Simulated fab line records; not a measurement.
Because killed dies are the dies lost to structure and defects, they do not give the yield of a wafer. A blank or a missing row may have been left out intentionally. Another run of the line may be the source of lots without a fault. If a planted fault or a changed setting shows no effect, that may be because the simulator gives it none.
Which of the tools did it?	flow gf180mcu	at 1 step of a route of 602, 7 lots with 21 wafers sampled

WHAT THE GAUGES SHOWED, per wafer
GF_MVPSD_TW_MEAS_11.
lot	measured	on	MVPSD_TW
L786	day 5 07:00	film_metro-03	557 560 558
L788	day 5 18:16	film_metro-03	560 559 560
L793	day 6 23:51	film_metro-01	566 563 565
L799	day 8 12:16	film_metro-01	559 560 561
L801	day 9 03:07	film_metro-01	560 563 562
L804	day 9 18:48	film_metro-01	565 564 562
L808	day 10 20:22	film_metro-03	557 558 555

EACH LOT AND THE TOOL THAT RAN IT (in order: tool; ch and the chambers of the sampled wafers; start)
Before these readings, the record contains no process step.

THE ANSWER, worked out from the rows above alone
Rule: what is usual is taken from the lots themselves. The widest of any qualifying gaps counts: lots, ordered by their means at a reading, are off when they make up no more than a third of the lots, leave a main group of 4 or more, and stand apart from it by 3 or more times the standard deviation of that group's means. A main group is skipped when, at the precision printed for the reading in the tables above, its means are all equal. Also off: a lot with no number at a reading for which 4 or more lots have one. Any other lot the step has rows for is counted as sound.
Nothing can be told from this: no lot is off at any reading shown.

WHAT HAD BEEN PUT IN BY THE SIMULATOR
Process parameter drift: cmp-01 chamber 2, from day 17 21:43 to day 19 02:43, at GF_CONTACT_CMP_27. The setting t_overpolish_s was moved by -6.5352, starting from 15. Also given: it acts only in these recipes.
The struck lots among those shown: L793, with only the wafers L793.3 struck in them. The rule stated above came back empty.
